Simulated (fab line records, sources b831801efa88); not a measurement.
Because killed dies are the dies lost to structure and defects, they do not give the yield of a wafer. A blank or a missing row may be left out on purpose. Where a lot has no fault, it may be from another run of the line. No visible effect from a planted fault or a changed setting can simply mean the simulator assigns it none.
Matching of chambers -- flow gf180mcu -- GF_V3_CMP_26 on cmp-01: 4 sister chambers
The step polishes, stops on SiO2, t overpolish 15 s, target thk 0 nm. 24 wafers are shown with their chamber, then 12 later ones without.

EACH WAFER AND ITS CHAMBER
wafer,chamber,motor current A (A),time to endpoint s (s),overpolish run s (s)
L075.3,1,9.2,85,14.997
L075.5,1,8.9,82,15.010
L075.6,0,9.3,89,14.987
L076.1,1,9.0,80,14.994
L076.3,3,10.3,77,14.996
L076.5,2,11.7,80,14.994
L077.1,3,10.6,81,15.003
L077.5,0,9.4,86,15.005
L077.6,3,10.9,79,15.008
L078.2,0,9.5,91,14.998
L078.3,2,11.1,85,15.017
L078.5,2,10.8,87,15.003
L082.2,3,9.6,81,15.015
L082.3,0,8.8,86,15.017
L082.4,1,8.7,81,15.002
L083.2,0,9.4,86,14.998
L083.4,2,11.3,84,14.996
L083.6,1,8.7,80,15.012
L085.1,0,9.6,94,14.993
L085.5,0,9.0,93,14.998
L085.6,3,10.4,90,15.008
L086.3,2,11.0,83,15.020
L086.4,3,10.0,87,15.006
L086.5,2,10.5,82,15.006

SIGNATURES (means of the wafers above)
reading,chamber 0,chamber 1,chamber 2,chamber 3,scatter within a chamber
motor current A,9.286,8.900,11.067,10.300,0.358
time to endpoint s,89.29,81.60,83.50,82.50,3.48
overpolish run s,14.99943,15.00300,15.00600,15.00600,0.00883
Rule: a wafer's distance from a chamber is the root of the sum, over the readings, of the square of ((its reading less the chamber's mean) divided by the reading's scatter). The wafer belongs to the nearest chamber; if the next one is less than 2 further off, it can't be placed. The scatter: the root of (the sum of the squares of (reading less its chamber's mean) over the shown wafers, divided by (wafers less chambers)).

WAFERS MISSING THEIR CHAMBER
wafer,motor current A (A),time to endpoint s (s),overpolish run s (s)
L089.2,8.4,88,14.995
L089.3,10.5,84,15.003
L089.6,9.3,86,15.000
L090.2,9.1,88,15.001
L090.3,9.4,90,14.980
L090.4,10.4,86,14.998
L093.3,8.9,82,14.999
L093.4,11.1,78,15.006
L093.5,9.8,81,14.993
L096.2,9.4,89,15.005
L096.3,9.9,85,15.002
L096.5,9.1,82,15.004

THE CHAMBER EACH PASSED THROUGH
wafer,from the rows above,in truth
L089.2,can't be placed: 1 or 0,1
L089.3,can't be placed: 3 or 2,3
L089.6,can't be placed: 0 or 1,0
L090.2,can't be placed: 0 or 1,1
L090.3,can't be placed: 0 or 1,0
L090.4,can't be placed: 3 or 2 or 0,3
L093.3,can't be placed: 1 or 0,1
L093.4,can't be placed: 2 or 3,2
L093.5,can't be placed: 3 or 1 or 0 or 2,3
L096.2,can't be placed: 0 or 1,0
L096.3,can't be placed: 3 or 0 or 1 or 2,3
L096.5,can't be placed: 1 or 0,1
0 of 12 placed correctly. Can't be placed from these rows: 12 (the true chamber is among the candidates in 12). Placed wrongly: 0.
